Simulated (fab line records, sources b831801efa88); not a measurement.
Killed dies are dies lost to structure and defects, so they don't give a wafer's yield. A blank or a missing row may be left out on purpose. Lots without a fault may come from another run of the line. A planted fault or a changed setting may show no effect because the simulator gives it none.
One fault seen from 2 desks | flow gf180mcu | each desk has only its own numbers; what lay behind them comes last

THE METROLOGY DESK
What the gauges read, lot by lot, whatever tool the lot ran on: means of the sampled wafers that have a number. A lot is out of limits, marked OUT, if its mean lies more than 4 standard deviations from the usual mean; the brackets give that distance.
Columns: A = cd_nm at GF_HV_LDD_CD_MEAS_46, usual 399.1 nm; B = HV_LDD_03_OVL at GF_HV_LDD_OVL_MEAS_47, usual 0.3 nm; C = HV_LDD_4_TW at GF_HV_LDD_TW_MEAS_50, usual 571
lot  | first seen here | A     | B    | C
L450 | day 12 09:27    | 399.4 | 0.8  | 569
L453 | day 13 11:44    | 400.1 | -2.1 | 562
L456 | day 14 14:29    | 400.7 | 2.6  | 565
L469 | day 18 19:10    | 401.3 | 0.6  | 566
L470 | day 19 00:54    | 397.0 | -0.8 | 587
L472 | day 19 15:26    | 397.7 | 0.5  | 565
This desk's finding: nothing out of limits on any of the 6 lots.

THE TOOL OWNER'S DESK: wet_bench-04
The tool's own readings at GF_HV_LDD_CLEAN_51 (cleans in SC1/SC2, time 150 s): means of the sampled wafers that have a number, for each lot that ran on this tool. A lot is out of limits, marked OUT, if its mean lies more than 4 standard deviations from the usual mean; the brackets give that distance.
Columns: A = bath_guard_temp_C at GF_HV_LDD_CLEAN_51, usual 70.2 C; B = run_length_s at GF_HV_LDD_CLEAN_51, usual 179 s
lot  | first seen here | A    | B
L456 | day 14 14:56    | 70.2 | 182
L469 | day 18 19:38    | 70.7 | 85 (-27) OUT
L472 | day 19 15:53    | 70.1 | 77 (-29) OUT
This desk's finding: out of limits on L469, L472; first on L469, day 18 19:38 (run_length_s at GF_HV_LDD_CLEAN_51). In limits: L456.

PUT TOGETHER
The tool owner's desk could have raised an alarm at day 18 19:38, on L469, L472.
The metrology desk saw nothing out of limits.
The metrology desk has L469, L472 on record, within its limits.
Of the lots named, all ran GF_HV_LDD_CLEAN_51 on wet_bench-04.

WHAT THE SIMULATOR HAD PUT IN
Process parameter drift: wet_bench-04, from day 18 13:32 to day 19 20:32, at GF_HV_LDD_CLEAN_51. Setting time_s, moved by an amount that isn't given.
Lots struck among those shown: L469, L472.
Hours from the fault's start to each desk's first reading out of limits: the tool owner's desk, 6.
